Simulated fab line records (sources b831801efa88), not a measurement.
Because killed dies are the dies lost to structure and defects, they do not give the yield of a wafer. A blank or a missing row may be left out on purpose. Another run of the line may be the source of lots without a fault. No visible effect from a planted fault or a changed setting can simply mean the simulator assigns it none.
fab line records | flow sky130
record lots=7 | wafers=21 | last-day=50
route steps=708 shown VIA3@591 METAL4@598 CAP2M@603 PAD_OPEN@708
lots that met no fault: from a run of the same line without faults
start-h: hours from the record's first day to the start of the lot's first wafer shown | wait-h: hours from the lot's prior step to this one | " repeats the value in the row above | L1.1+2: a single row standing in for several wafers | - either no value or no given start | * or withheld: withheld | < > ~ a bound
route shown NAME@n: NAME is a module with steps in the file, n the number in the route of the first one | usual: average and standard deviation across the fault-free wafers | same: alike in all rows | chamber/n: place in a boat | sites: readings site by site | _std_site: their standard deviation | _edge_site: the outer-site mean with the inner-site mean subtracted | radius-mm: how far each site lies from the wafer's centre | mask NAME#n: copy n | behind: the most recent tool/chamber to have shaped the wafer | hold: reason for holding the lot/hours on hold/outcome of the hold | device: the transistor (n, p or np) that didn't switch | end of line: the same wafers' tests at the end of the route | step lacking rows: just its recipe | killed: not the wafer's yield, but the dies lost to structure and defects at the first sort | map: shows each die of a wafer: x if killed, . if not, _ if none is there
set.NAME: the setting the step ran with; set.NAME@STEP: the setting that earlier step ran with | model.NAME: the simulator's own value behind a step, which no gauge read
a table for each step, a row for each wafer; lots at some steps of the route
services: the hour from which a tool's chamber was out of use, counted from the record's first day as start-h (under 0 if before that day), plus the number of hours and why
## steps
# step SKY_VIA3_CLEAN_18
# recipe chemistry=IPA | time-s=180 | temp-c=25
# step SKY_VIA3_CLEAN_19
# recipe chemistry=O3/DIW | dry=n2-spin
# step SKY_VIA3_SPUTTER_20
# recipe material=TiN | target-thk-nm=20 | chamber-pressure-pa=5 | power-w=4000 | time-s=80
# usual throttle-valve-pct=30.0/0.97
lot.wafer | tool           | chamber | start-h | wait-h | throttle-valve-pct
L692.2    | pvd-sputter-03 | -       | 934.13  | 0.0    | 30.8
L692.4    | "              | -       | "       | "      | 30.2
L692.6    | "              | -       | "       | "      | 30.7
L703.1    | pvd-sputter-03 | -       | 1003.72 | 0.0    | 30.3
L703.4    | "              | -       | "       | "      | 30.5
L703.5    | "              | -       | "       | "      | 31.2
L708.2    | pvd-sputter-02 | -       | 1038.20 | 0.0    | 30.2
L708.3    | "              | -       | "       | "      | 30.6
L708.4    | "              | -       | "       | "      | 31.0
L710.1    | pvd-sputter-01 | -       | 1053.46 | 0.0    | 28.2
L710.3    | "              | -       | "       | "      | 29.0
L710.6    | "              | -       | "       | "      | 28.1
L709.1    | pvd-sputter-03 | -       | 1057.51 | 0.0    | 30.4
L709.2    | "              | -       | "       | "      | 30.6
L709.4    | "              | -       | "       | "      | 30.9
L714.2    | pvd-sputter-03 | -       | 1070.88 | 0.0    | 30.7
L714.4    | "              | -       | "       | "      | 30.5
L714.6    | "              | -       | "       | "      | 30.8
L715.3    | pvd-sputter-03 | -       | 1078.27 | 0.0    | 30.2
L715.4    | "              | -       | "       | "      | 30.7
L715.5    | "              | -       | "       | "      | 30.5
# step SKY_VIA3_CVD_21
# recipe material=W | target-thk-nm=390 | time-s=117.31 | temp-c=400 | pressure-torr=40
# usual chamber-pressure-Torr=40.01/0.088 | heater-power-outer-w=563/53 | heater-power-w=854/97
lot.wafer | tool     | chamber | start-h | wait-h | chamber-pressure-Torr | heater-power-outer-w | heater-power-w
L692.2    | cvd-w-01 | 1       | 934.23  | 0.1    | 40.00                 | 564                  | 810
L692.4    | "        | 1       | "       | "      | 40.04                 | 568                  | 795
L692.6    | "        | 1       | "       | "      | 40.05                 | 568                  | 783
L703.1    | cvd-w-02 | 0       | 1003.78 | 0.0    | 40.04                 | 670                  | 1040
L703.4    | "        | 1       | "       | "      | 39.98                 | 542                  | 859
L703.5    | "        | 0       | "       | "      | 40.03                 | 660                  | 1011
L708.2    | cvd-w-02 | 1       | 1038.26 | 0.0    | 40.18                 | 557                  | 856
L708.3    | "        | 0       | "       | "      | 39.86                 | 655                  | 1054
L708.4    | "        | 1       | "       | "      | 40.03                 | 548                  | 847
L710.1    | cvd-w-02 | 0       | 1053.52 | 0.0    | 40.05                 | 653                  | 1019
L710.3    | "        | 1       | "       | "      | 39.88                 | 546                  | 853
L710.6    | "        | 0       | "       | "      | 39.97                 | 683                  | 1045
L709.1    | cvd-w-01 | 0       | 1057.57 | 0.0    | 39.98                 | 511                  | 791
L709.2    | "        | 1       | "       | "      | 40.12                 | 576                  | 813
L709.4    | "        | 0       | "       | "      | 40.00                 | 516                  | 781
L714.2    | cvd-w-02 | 1       | 1070.94 | 0.0    | 39.96                 | 536                  | 835
L714.4    | "        | 1       | "       | "      | 39.98                 | 549                  | 837
L714.6    | "        | 0       | "       | "      | 40.02                 | 680                  | 1042
L715.3    | cvd-w-01 | 1       | 1078.37 | 0.1    | 40.01                 | 560                  | 813
L715.4    | "        | 0       | "       | "      | 39.98                 | 508                  | 791
L715.5    | "        | 0       | "       | "      | 39.91                 | 502                  | 768
# step SKY_VIA3_RS_MEAS_22
# recipe thk-meas-gauge=four-point-probe | reads=W_of_VIA3_CVD_21+TiN_of_VIA3_SPUTTER_20
# usual VIA3_W_RS=0.296/0.0037
lot.wafer | tool          | chamber | start-h | wait-h | VIA3_W_RS[ohm/sq]
L692.2    | film-metro-01 | -       | 934.46  | 0.2    | 0.295
L692.4    | "             | -       | "       | "      | 0.297
L692.6    | "             | -       | "       | "      | 0.297
L703.1    | film-metro-02 | -       | 1003.91 | 0.1    | 0.289
L703.4    | "             | -       | "       | "      | 0.289
L703.5    | "             | -       | "       | "      | 0.288
L708.2    | film-metro-02 | -       | 1038.40 | 0.1    | 0.297
L708.3    | "             | -       | "       | "      | 0.291
L708.4    | "             | -       | "       | "      | 0.294
L710.1    | film-metro-03 | -       | 1053.65 | 0.1    | 0.294
L710.3    | "             | -       | "       | "      | 0.293
L710.6    | "             | -       | "       | "      | 0.291
L709.1    | film-metro-01 | -       | 1057.69 | 0.1    | 0.297
L709.2    | "             | -       | "       | "      | 0.299
L709.4    | "             | -       | "       | "      | 0.296
L714.2    | film-metro-02 | -       | 1071.08 | 0.1    | 0.297
L714.4    | "             | -       | "       | "      | 0.297
L714.6    | "             | -       | "       | "      | 0.292
L715.3    | film-metro-03 | -       | 1078.49 | 0.1    | 0.292
L715.4    | "             | -       | "       | "      | 0.298
L715.5    | "             | -       | "       | "      | 0.297
# step SKY_VIA3_THK_MEAS_23
# recipe thk-meas-gauge=xrf | reads=W_of_VIA3_CVD_21
# usual VIA3_W_THK=389/5.1
lot.wafer | tool          | chamber | start-h | wait-h | VIA3_W_THK[nm]
L692.2    | film-metro-01 | -       | 934.57  | 0.1    | 394
L692.4    | "             | -       | "       | "      | 386
L692.6    | "             | -       | "       | "      | 385
L703.1    | film-metro-02 | -       | 1004.03 | 0.1    | 398
L703.4    | "             | -       | "       | "      | 395
L703.5    | "             | -       | "       | "      | 398
L708.2    | film-metro-02 | -       | 1038.51 | 0.1    | 387
L708.3    | "             | -       | "       | "      | 395
L708.4    | "             | -       | "       | "      | 390
L710.1    | film-metro-03 | -       | 1053.77 | 0.1    | 391
L710.3    | "             | -       | "       | "      | 392
L710.6    | "             | -       | "       | "      | 397
L709.1    | film-metro-01 | -       | 1057.81 | 0.1    | 388
L709.2    | "             | -       | "       | "      | 386
L709.4    | "             | -       | "       | "      | 391
L714.2    | film-metro-02 | -       | 1071.19 | 0.1    | 386
L714.4    | "             | -       | "       | "      | 387
L714.6    | "             | -       | "       | "      | 392
L715.3    | film-metro-03 | -       | 1078.59 | 0.1    | 391
L715.4    | "             | -       | "       | "      | 383
L715.5    | "             | -       | "       | "      | 386
# step SKY_VIA3_CMP_24
# recipe stop-on=SiO2 | t-overpolish-s=20 | down-force-psi=3.5 | platen-rpm=60 | target-thk-nm=0 | pad-velocity-m-s=0.94248
# step SKY_METAL4_SPUTTER_00
# recipe material=Ti | target-thk-nm=15 | power-w=3000 | time-s=10 | chamber-pressure-pa=0.4
# usual throttle-valve-pct=30.1/1.1
lot.wafer | tool           | chamber | start-h | wait-h | throttle-valve-pct
L692.2    | pvd-sputter-04 | -       | 934.92  | 0.2    | 31.1
L692.4    | "              | -       | "       | "      | 30.2
L692.6    | "              | -       | "       | "      | 30.5
L703.1    | pvd-sputter-04 | -       | 1004.39 | 0.1    | 30.5
L703.4    | "              | -       | "       | "      | 30.3
L703.5    | "              | -       | "       | "      | 31.7
L708.2    | pvd-sputter-01 | -       | 1038.95 | 0.2    | 29.2
L708.3    | "              | -       | "       | "      | 28.2
L708.4    | "              | -       | "       | "      | 28.9
L710.1    | pvd-sputter-01 | -       | 1054.13 | 0.2    | 29.0
L710.3    | "              | -       | "       | "      | 28.6
L710.6    | "              | -       | "       | "      | 29.0
L709.1    | pvd-sputter-04 | -       | 1058.17 | 0.2    | 31.1
L709.2    | "              | -       | "       | "      | 31.3
L709.4    | "              | -       | "       | "      | 30.3
L714.2    | pvd-sputter-03 | -       | 1071.54 | 0.1    | 30.7
L714.4    | "              | -       | "       | "      | 30.9
L714.6    | "              | -       | "       | "      | 30.8
L715.3    | pvd-sputter-01 | -       | 1078.93 | 0.2    | 29.4
L715.4    | "              | -       | "       | "      | 28.4
L715.5    | "              | -       | "       | "      | 28.6
# step SKY_METAL4_SPUTTER_01
# recipe material=TiN | target-thk-nm=20 | power-w=6500 | time-s=16.7 | chamber-pressure-pa=0.4
# step SKY_METAL4_SPUTTER_02
# recipe material=AlCu | target-thk-nm=735 | power-w=10600 | time-s=39.1 | chamber-pressure-pa=0.4
# step SKY_METAL4_SPUTTER_03
# recipe material=Ti | target-thk-nm=5 | power-w=2920 | time-s=3.3 | chamber-pressure-pa=0.4
# usual throttle-valve-pct=30.1/1.1
lot.wafer | tool           | chamber | start-h | wait-h | throttle-valve-pct
L692.2    | pvd-sputter-04 | -       | 935.00  | 0.0    | 31.0
L692.4    | "              | -       | "       | "      | 30.4
L692.6    | "              | -       | "       | "      | 30.4
L703.1    | pvd-sputter-04 | -       | 1004.47 | 0.0    | 30.3
L703.4    | "              | -       | "       | "      | 30.1
L703.5    | "              | -       | "       | "      | 31.7
L708.2    | pvd-sputter-01 | -       | 1039.04 | 0.0    | 28.9
L708.3    | "              | -       | "       | "      | 28.1
L708.4    | "              | -       | "       | "      | 28.9
L710.1    | pvd-sputter-01 | -       | 1054.21 | 0.0    | 28.6
L710.3    | "              | -       | "       | "      | 29.0
L710.6    | "              | -       | "       | "      | 29.2
L709.1    | pvd-sputter-04 | -       | 1058.26 | 0.0    | 30.8
L709.2    | "              | -       | "       | "      | 31.7
L709.4    | "              | -       | "       | "      | 30.4
L714.2    | pvd-sputter-03 | -       | 1071.63 | 0.0    | 30.5
L714.4    | "              | -       | "       | "      | 30.6
L714.6    | "              | -       | "       | "      | 30.7
L715.3    | pvd-sputter-01 | -       | 1079.02 | 0.0    | 29.0
L715.4    | "              | -       | "       | "      | 28.7
L715.5    | "              | -       | "       | "      | 28.6
# step SKY_METAL4_SPUTTER_04
# recipe material=TiN | target-thk-nm=70 | power-w=6500 | time-s=58.3 | chamber-pressure-pa=0.4
# step SKY_CAP2M_CVD_00
# recipe material=SiO2 | target-thk-nm=15.5 | temp-c=400 | time-s=withheld | rf-w=450
# usual heater-power-outer-w=415/53 | heater-power-w=678/73
lot.wafer | tool     | chamber | start-h | wait-h | heater-power-outer-w | heater-power-w
L692.2    | pecvd-01 | 1       | 935.07  | 0.0    | 419                  | 687
L692.4    | "        | 0       | "       | "      | 364                  | 640
L692.6    | "        | 1       | "       | "      | 417                  | 688
L703.1    | pecvd-02 | 0       | 1004.54 | 0.0    | 425                  | 694
L703.4    | "        | 2       | "       | "      | 438                  | 615
L703.5    | "        | 1       | "       | "      | 465                  | 794
L708.2    | pecvd-04 | 2       | 1039.10 | 0.0    | -                    | -
L708.3    | "        | 1       | "       | "      | -                    | -
L708.4    | "        | 2       | "       | "      | -                    | -
L710.1    | pecvd-01 | 1       | 1054.28 | 0.0    | -                    | -
L710.3    | "        | 2       | "       | "      | -                    | -
L710.6    | "        | 1       | "       | "      | -                    | -
L709.1    | pecvd-02 | 1       | 1058.32 | 0.0    | -                    | -
L709.2    | "        | 2       | "       | "      | -                    | -
L709.4    | "        | 0       | "       | "      | -                    | -
L714.2    | pecvd-01 | 2       | 1071.70 | 0.0    | 373                  | 630
L714.4    | "        | 2       | "       | "      | 380                  | 650
L714.6    | "        | 0       | "       | "      | 445                  | 748
L715.3    | pecvd-04 | 0       | 1079.08 | 0.0    | 413                  | 644
L715.4    | "        | 0       | "       | "      | 407                  | 633
L715.5    | "        | 2       | "       | "      | 296                  | 515
# step SKY_CAP2M_SPUTTER_02
# recipe material=TiN | target-thk-nm=200 | temp-c=300 | power-w=6500 | time-s=166.7 | chamber-pressure-pa=0.4
# usual throttle-valve-pct=30.5/0.58
lot.wafer | tool           | chamber | start-h | wait-h | throttle-valve-pct
L692.2    | pvd-sputter-03 | -       | 935.15  | 0.0    | 30.8
L692.4    | "              | -       | "       | "      | 30.4
L692.6    | "              | -       | "       | "      | 30.1
L703.1    | pvd-sputter-02 | -       | 1004.62 | 0.1    | 30.3
L703.4    | "              | -       | "       | "      | 30.8
L703.5    | "              | -       | "       | "      | 30.4
L708.2    | pvd-sputter-03 | -       | 1039.19 | 0.0    | 30.7
L708.3    | "              | -       | "       | "      | 30.5
L708.4    | "              | -       | "       | "      | 30.7
L710.1    | pvd-sputter-04 | -       | 1054.36 | 0.1    | 30.6
L710.3    | "              | -       | "       | "      | 31.6
L710.6    | "              | -       | "       | "      | 30.5
L709.1    | pvd-sputter-02 | -       | 1058.41 | 0.1    | 31.2
L709.2    | "              | -       | "       | "      | 30.7
L709.4    | "              | -       | "       | "      | 30.9
L714.2    | pvd-sputter-04 | -       | 1071.78 | 0.0    | 31.1
L714.4    | "              | -       | "       | "      | 30.7
L714.6    | "              | -       | "       | "      | 31.6
L715.3    | pvd-sputter-03 | -       | 1079.17 | 0.0    | 30.4
L715.4    | "              | -       | "       | "      | 30.4
L715.5    | "              | -       | "       | "      | 30.9
# step SKY_PAD_OPEN_PROBE_99
# usual defect-limited-yield=82.5/1.9 | killed_at_M0_to_M3=43/7.2 | killed_at_M4_up=3.3/2 | killed-at-contacts=25/5.8 | killed-at-front-end=15/4.5 | killed-at-other=0.3/0.62 | killed-dies=86/9.4 | killed-on-rim=17/3.7 | killed-open=47/7.1 | killed-short=39/6 | sort_bin_3_pad_short=0.9/0.4 | sort_bin_5_function=10.4/1.4 | sort_bin_6_memory=6.2/1.1 | sort_bin_8_speed=0.7/1.4 | sort-n-pass=402/11 | sort-yield-pct=81.7/2.2
# same gross-dies=492 | killed-at-back-side=0 | sort_bin_4_leakage[%]=0
lot.wafer | tool      | chamber | start-h | wait-h | defect-limited-yield[%] | killed_at_M0_to_M3 | killed_at_M4_up | killed-at-contacts | killed-at-front-end | killed-at-other | killed-dies | killed-on-rim | killed-open | killed-short | sort_bin_3_pad_short[%] | sort_bin_5_function[%] | sort_bin_6_memory[%] | sort_bin_8_speed[%] | sort-n-pass | sort-yield-pct[%]
L692.2    | prober-01 | -       | 1081.04 | 0.1    | 82.5                    | 42                 | 1               | 28                 | 15                  | 0               | 86          | 17            | 50          | 36           | 0.4                     | 10.6                   | 6.5                  | 0.2                 | 405         | 82.3
L692.4    | prober-01 | -       | 1081.14 | 0.2    | 80.1                    | 47                 | 3               | 33                 | 15                  | 0               | 98          | 15            | 57          | 41           | 0.4                     | 13.2                   | 6.3                  | 0.6                 | 391         | 79.5
L692.6    | prober-01 | -       | 1081.24 | 0.2    | 82.3                    | 49                 | 3               | 17                 | 18                  | 0               | 87          | 14            | 44          | 43           | 0.6                     | 10.0                   | 7.1                  | 0.6                 | 402         | 81.7
L703.1    | prober-02 | -       | 1139.39 | 0.1    | 82.5                    | 35                 | 1               | 29                 | 20                  | 1               | 86          | 9             | 50          | 36           | 0.8                     | 11.2                   | 5.5                  | 0                   | 406         | 82.5
L703.4    | prober-02 | -       | 1139.54 | 0.2    | 83.7                    | 39                 | 7               | 21                 | 13                  | 0               | 80          | 22            | 42          | 38           | 0.8                     | 9.8                    | 5.7                  | 0                   | 412         | 83.7
L703.5    | prober-02 | -       | 1139.59 | 0.2    | 81.5                    | 46                 | 5               | 26                 | 14                  | 0               | 91          | 20            | 50          | 41           | 1.2                     | 11.0                   | 6.3                  | 0                   | 401         | 81.5
L708.2    | prober-01 | -       | 1165.09 | 0.1    | 0                       | 55                 | 0               | 19                 | 13                  | 405             | 492         | 96            | 52          | 35           | 0.8                     | 93.1                   | 6.1                  | 0                   | 0           | 0
L708.3    | prober-01 | -       | 1165.14 | 0.2    | 0                       | 47                 | 5               | 22                 | 13                  | 405             | 492         | 96            | 48          | 39           | 0.6                     | 93.5                   | 5.9                  | 0                   | 0           | 0
L708.4    | prober-01 | -       | 1165.19 | 0.2    | 0                       | 38                 | 1               | 26                 | 6                   | 421             | 492         | 96            | 40          | 30           | 0.2                     | 93.7                   | 6.1                  | 0                   | 0           | 0
L710.1    | prober-02 | -       | 1176.13 | 0.1    | 0                       | 50                 | 1               | 24                 | 17                  | 400             | 492         | 96            | 44          | 48           | 1.4                     | 93.1                   | 5.5                  | 0                   | 0           | 0
L710.3    | prober-02 | -       | 1176.23 | 0.2    | 0                       | 34                 | 3               | 24                 | 9                   | 422             | 492         | 96            | 40          | 31           | 0.6                     | 94.1                   | 5.3                  | 0                   | 0           | 0
L710.6    | prober-02 | -       | 1176.38 | 0.2    | 0                       | 37                 | 3               | 31                 | 21                  | 400             | 492         | 96            | 49          | 43           | 0.8                     | 91.1                   | 8.1                  | 0                   | 0           | 0
L709.1    | prober-01 | -       | 1181.12 | 0.1    | 0                       | 43                 | 5               | 28                 | 22                  | 394             | 492         | 96            | 38          | 59           | 1.2                     | 91.1                   | 7.7                  | 0                   | 0           | 0
L709.2    | prober-01 | -       | 1181.17 | 0.1    | 0                       | 43                 | 1               | 20                 | 15                  | 413             | 492         | 96            | 48          | 30           | 0.4                     | 93.7                   | 5.9                  | 0                   | 0           | 0
L709.4    | prober-01 | -       | 1181.27 | 0.2    | 0                       | 33                 | 4               | 19                 | 14                  | 422             | 492         | 96            | 37          | 33           | 0.6                     | 93.5                   | 5.9                  | 0                   | 0           | 0
L714.2    | prober-01 | -       | 1192.38 | 0.1    | 80.5                    | 44                 | 5               | 30                 | 17                  | 0               | 96          | 26            | 45          | 51           | 1.4                     | 11.6                   | 6.5                  | 0                   | 396         | 80.5
L714.4    | prober-01 | -       | 1192.48 | 0.2    | 80.7                    | 42                 | 3               | 25                 | 25                  | 0               | 95          | 15            | 54          | 41           | 1.8                     | 12.0                   | 5.5                  | 0.2                 | 396         | 80.5
L714.6    | prober-01 | -       | 1192.58 | 0.2    | 82.5                    | 39                 | 3               | 24                 | 20                  | 0               | 86          | 18            | 50          | 36           | 0.6                     | 10.0                   | 6.9                  | 0.6                 | 403         | 81.9
L715.3    | prober-02 | -       | 1195.63 | 0.2    | 82.3                    | 49                 | 1               | 20                 | 17                  | 0               | 87          | 19            | 50          | 36           | 0.6                     | 10.4                   | 6.7                  | 0.2                 | 404         | 82.1
L715.4    | prober-02 | -       | 1195.68 | 0.2    | 83.1                    | 39                 | 4               | 30                 | 10                  | 0               | 83          | 16            | 44          | 39           | 0.6                     | 9.8                    | 6.5                  | 0.2                 | 408         | 82.9
L715.5    | prober-02 | -       | 1195.73 | 0.2    | 84.3                    | 31                 | 2               | 20                 | 24                  | 0               | 77          | 20            | 38          | 39           | 0.6                     | 10.6                   | 4.5                  | 0.6                 | 412         | 83.7
# killed by level:class
L692.2 VIA1:geometric-particle:open=11 CONTACT:geometric-particle:open=9 LI_CONTACT:geometric-particle:open=7 VIA2:geometric-particle:open=7 VIA3:geometric-particle:open=6 LOCAL_INTERCONNECT:geometric-particle:short=5 CONTACT:geometric-particle:short=5 METAL3:geometric-particle:short=4
L692.4 VIA1:geometric-particle:open=11 VIA3:geometric-particle:open=11 LI_CONTACT:geometric-particle:open=10 FIELD_ISO:geometric-particle:short=6 LOCAL_INTERCONNECT:geometric-particle:short=6 CONTACT:geometric-particle:open=6 METAL1:geometric-particle:short=5 VIA2:geometric-particle:open=5
L692.6 VIA1:geometric-particle:open=12 VIA3:geometric-particle:open=7 METAL1:geometric-particle:short=6 FIELD_ISO:geometric-particle:short=5 LI_CONTACT:geometric-particle:open=5 METAL3:geometric-particle:short=5 FIELD_ISO:geometric-particle:open=4 POLY_GATE:geometric-particle:short=4
L703.1 VIA1:geometric-particle:open=10 LI_CONTACT:geometric-particle:open=8 VIA3:geometric-particle:open=8 LOCAL_INTERCONNECT:geometric-particle:short=7 FIELD_ISO:geometric-particle:short=6 VIA3:geometric-particle:short=6 CONTACT:geometric-particle:open=5 CONTACT:geometric-particle:short=5
L703.4 CONTACT:geometric-particle:open=9 VIA1:geometric-particle:open=8 METAL2:geometric-particle:short=7 VIA1:geometric-particle:short=6 VIA2:geometric-particle:open=6 METAL4:geometric-particle:short=6 FIELD_ISO:geometric-particle:short=5 LI_CONTACT:geometric-particle:open=5
L703.5 CONTACT:geometric-particle:open=10 VIA1:geometric-particle:open=9 VIA2:geometric-particle:open=7 VIA3:geometric-particle:open=7 VIA1:geometric-particle:short=6 POLY_GATE:geometric-particle:open=5 CONTACT:geometric-particle:short=5 METAL4:geometric-particle:short=5
L708.2 CAP2M:area-cvd=405 VIA1:geometric-particle:open=17 VIA3:geometric-particle:open=8 CONTACT:geometric-particle:open=6 VIA1:geometric-particle:short=6 METAL1:geometric-particle:short=6 VIA2:geometric-particle:open=5 METAL2:geometric-particle:open=4
L708.3 CAP2M:area-cvd=405 CONTACT:geometric-particle:open=11 VIA1:geometric-particle:open=10 VIA2:geometric-particle:open=7 METAL1:geometric-particle:short=6 LI_CONTACT:geometric-particle:open=5 VIA3:geometric-particle:short=5 METAL4:geometric-particle:short=5
L708.4 CAP2M:area-cvd=421 CONTACT:geometric-particle:open=12 VIA3:geometric-particle:open=9 METAL2:geometric-particle:short=7 VIA1:geometric-particle:open=6 LI_CONTACT:geometric-particle:open=5 METAL1:geometric-particle:short=5 VIA1:geometric-particle:short=4
L710.1 CAP2M:area-cvd=400 VIA1:geometric-particle:open=17 METAL1:geometric-particle:short=8 CONTACT:geometric-particle:open=7 FIELD_ISO:geometric-particle:short=5 LI_CONTACT:geometric-particle:short=5 LI_CONTACT:geometric-particle:open=5 VIA3:geometric-particle:short=5
L710.3 CAP2M:area-cvd=421 CONTACT:geometric-particle:open=8 LI_CONTACT:geometric-particle:open=7 VIA3:geometric-particle:open=7 METAL2:geometric-particle:short=6 FIELD_ISO:geometric-particle:open=5 VIA1:geometric-particle:open=5 CONTACT:geometric-particle:short=5
L710.6 CAP2M:area-cvd=400 CONTACT:geometric-particle:open=14 METAL1:geometric-particle:short=7 VIA1:geometric-particle:open=7 VIA3:geometric-particle:open=7 LI_CONTACT:geometric-particle:short=6 POLY_GATE:geometric-particle:open=5 LI_CONTACT:geometric-particle:open=5
L709.1 CAP2M:area-cvd=394 FIELD_ISO:geometric-particle:short=9 CONTACT:geometric-particle:open=9 VIA1:geometric-particle:open=8 METAL1:geometric-particle:short=8 METAL2:geometric-particle:short=7 CONTACT:geometric-particle:short=6 LI_CONTACT:geometric-particle:short=5
L709.2 CAP2M:area-cvd=413 CONTACT:geometric-particle:open=11 VIA1:geometric-particle:open=10 VIA3:geometric-particle:open=6 POLY_GATE:geometric-particle:open=5 METAL1:geometric-particle:short=5 LI_CONTACT:geometric-particle:open=5 VIA1:geometric-particle:short=5
L709.4 CAP2M:area-cvd=422 CONTACT:geometric-particle:open=6 LI_CONTACT:geometric-particle:open=5 CONTACT:geometric-particle:short=5 METAL2:geometric-particle:short=5 POLY_GATE:geometric-particle:open=4 VIA2:geometric-particle:open=4 VIA1:geometric-particle:open=4
L714.2 CONTACT:geometric-particle:open=10 LI_CONTACT:geometric-particle:open=8 VIA1:geometric-particle:open=7 CONTACT:geometric-particle:short=6 METAL3:geometric-particle:short=6 METAL1:geometric-particle:short=6 METAL4:geometric-particle:short=5 METAL2:geometric-particle:short=5
L714.4 LI_CONTACT:geometric-particle:open=12 VIA1:geometric-particle:open=12 POLY_GATE:geometric-particle:open=7 METAL3:geometric-particle:short=7 METAL2:geometric-particle:short=7 CONTACT:geometric-particle:open=6 POLY_GATE:geometric-particle:short=5 VIA2:geometric-particle:open=5
L714.6 CONTACT:geometric-particle:open=11 VIA1:geometric-particle:open=10 METAL1:geometric-particle:short=6 LI_CONTACT:geometric-particle:open=6 VIA2:geometric-particle:open=6 METAL2:geometric-particle:short=5 POLY_GATE:geometric-particle:open=4 POLY_GATE:geometric-particle:short=4
L715.3 VIA1:geometric-particle:open=14 LI_CONTACT:geometric-particle:open=8 METAL1:geometric-particle:short=8 VIA3:geometric-particle:open=7 FIELD_ISO:geometric-particle:open=6 VIA2:geometric-particle:open=5 CONTACT:geometric-particle:open=4 VIA1:geometric-particle:short=4
L715.4 LI_CONTACT:geometric-particle:open=10 VIA1:geometric-particle:open=10 CONTACT:geometric-particle:open=9 VIA1:geometric-particle:short=7 VIA2:geometric-particle:open=6 LOCAL_INTERCONNECT:geometric-particle:short=6 METAL2:geometric-particle:short=4 FIELD_ISO:geometric-particle:open=3
L715.5 CONTACT:geometric-particle:open=7 POLY_GATE:geometric-particle:short=6 CONTACT:geometric-particle:short=5 VIA1:geometric-particle:open=5 VIA3:geometric-particle:open=5 POLY_GATE:geometric-particle:open=4 LI_CONTACT:geometric-particle:open=4 VIA1:geometric-particle:short=4
# map L708.2 (x killed, . not)
__________xxxxxxxxxx_________
________xxxxxxxxxxxxxx_______
______xxxxxxxxxxxxxxxxxx_____
_____xxxxxxxxxxxxxxxxxxxx____
____xxxxxxxxxxxxxxxxxxxxxx___
___xxxxxxxxxxxxxxxxxxxxxxxx__
__xxxxxxxxxxxxxxxxxxxxxxxxxx_
_xxxxxxxxxxxxxxxxxxxxxxxxxxxx
_xxxxxxxxxxxxxxxxxxxxxxxxxxxx
_xxxxxxxxxxxxxxxxxxxxxxxxxxxx
_xxxxxxxxxxxxxxxxxxxxxxxxxxxx
_xxxxxxxxxxxxxxxxxxxxxxxxxxxx
_xxxxxxxxxxxxxxxxxxxxxxxxxxxx
_xxxxxxxxxxxxxxxxxxxxxxxxxxxx
_xxxxxxxxxxxxxxxxxxxxxxxxxxxx
__xxxxxxxxxxxxxxxxxxxxxxxxxx_
___xxxxxxxxxxxxxxxxxxxxxxxx__
____xxxxxxxxxxxxxxxxxxxxxx___
_____xxxxxxxxxxxxxxxxxxxx____
______xxxxxxxxxxxxxxxxxx_____
________xxxxxxxxxxxxxx_______
__________xxxxxxxxxx_________
# map L709.1 (x killed, . not)
__________xxxxxxxxxx_________
________xxxxxxxxxxxxxx_______
______xxxxxxxxxxxxxxxxxx_____
_____xxxxxxxxxxxxxxxxxxxx____
____xxxxxxxxxxxxxxxxxxxxxx___
___xxxxxxxxxxxxxxxxxxxxxxxx__
__xxxxxxxxxxxxxxxxxxxxxxxxxx_
_xxxxxxxxxxxxxxxxxxxxxxxxxxxx
_xxxxxxxxxxxxxxxxxxxxxxxxxxxx
_xxxxxxxxxxxxxxxxxxxxxxxxxxxx
_xxxxxxxxxxxxxxxxxxxxxxxxxxxx
_xxxxxxxxxxxxxxxxxxxxxxxxxxxx
_xxxxxxxxxxxxxxxxxxxxxxxxxxxx
_xxxxxxxxxxxxxxxxxxxxxxxxxxxx
_xxxxxxxxxxxxxxxxxxxxxxxxxxxx
__xxxxxxxxxxxxxxxxxxxxxxxxxx_
___xxxxxxxxxxxxxxxxxxxxxxxx__
____xxxxxxxxxxxxxxxxxxxxxx___
_____xxxxxxxxxxxxxxxxxxxx____
______xxxxxxxxxxxxxxxxxx_____
________xxxxxxxxxxxxxx_______
__________xxxxxxxxxx_________
## services
tool           | chamber | start-h | hours | kind
cvd-w-01       | -       | 911.81  | 0.3   | repair
cvd-w-01       | 1       | 921.38  | 12.8  | repair
cvd-w-01       | 0       | 929.19  | 13.9  | repair
pvd-sputter-03 | 3       | 948.84  | -     | consumable-replace:kit
pvd-sputter-03 | 3       | 948.84  | 18.0  | scheduled-down
pvd-sputter-03 | 3       | 948.84  | 18.0  | vent-cycle
cvd-w-01       | 1       | 955.20  | 11.1  | repair
cvd-w-02       | -       | 955.28  | 2.8   | pm
pvd-sputter-03 | -       | 964.07  | 7.3   | repair
pvd-sputter-04 | 1       | 965.16  | -     | consumable-replace:kit
pvd-sputter-04 | 1       | 965.16  | 18.0  | scheduled-down
pvd-sputter-02 | -       | 983.16  | 3.7   | repair
pvd-sputter-01 | -       | 1013.82 | 4.4   | repair
pvd-sputter-04 | -       | 1014.18 | 4.9   | repair
pecvd-02       | -       | 1014.79 | 2.6   | repair
pecvd-04       | 2       | 1025.43 | 3.7   | repair
pecvd-04       | -       | 1030.17 | 2.8   | pm
pvd-sputter-04 | -       | 1030.42 | 1.5   | repair
cvd-w-01       | 1       | 1038.69 | 3.8   | repair
pecvd-01       | -       | 1047.02 | 1.6   | repair
pecvd-04       | 0       | 1058.78 | 9.8   | repair
pvd-sputter-03 | 2       | 1071.70 | -     | consumable-replace:kit
pvd-sputter-03 | 2       | 1071.70 | 18.0  | scheduled-down
pvd-sputter-03 | 2       | 1071.70 | 18.0  | vent-cycle
## key
first-sign step=SKY_CAP2M_CVD_00 | reading=tool-record | direction=missing
effect step=SKY_PAD_OPEN_PROBE_99 | reading=killed-at-other | direction=up | sigmas=99+ | usual=0.3 | struck=409.1
more-kills-born-at SKY_CAP2M_CVD_00@pecvd-04=1231 | SKY_CAP2M_CVD_00@pecvd-02=1229 | SKY_CAP2M_CVD_00@pecvd-01=1221
met-at SKY_CAP2M_CVD_00
struck-wafers L708.2,L708.3,L708.4,L709.1,L709.2,L709.4,L710.1,L710.3,L710.6
later-rows-left-out L708.2,L708.3,L708.4,L709.1,L709.2,L709.4,L710.1,L710.3,L710.6
onset-between 1004.54 1039.10
fault kind=skipped-step-whole | tool=pecvd-01,pecvd-02,pecvd-04 | chamber=- | onset-h=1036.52 | steps=SKY_CAP2M_CVD_00 | scope=struck-lots-only
# later-rows-left-out: the simulator's readings of these wafers behind a module that went badly wrong aren't trusted and aren't shown, but for the sort
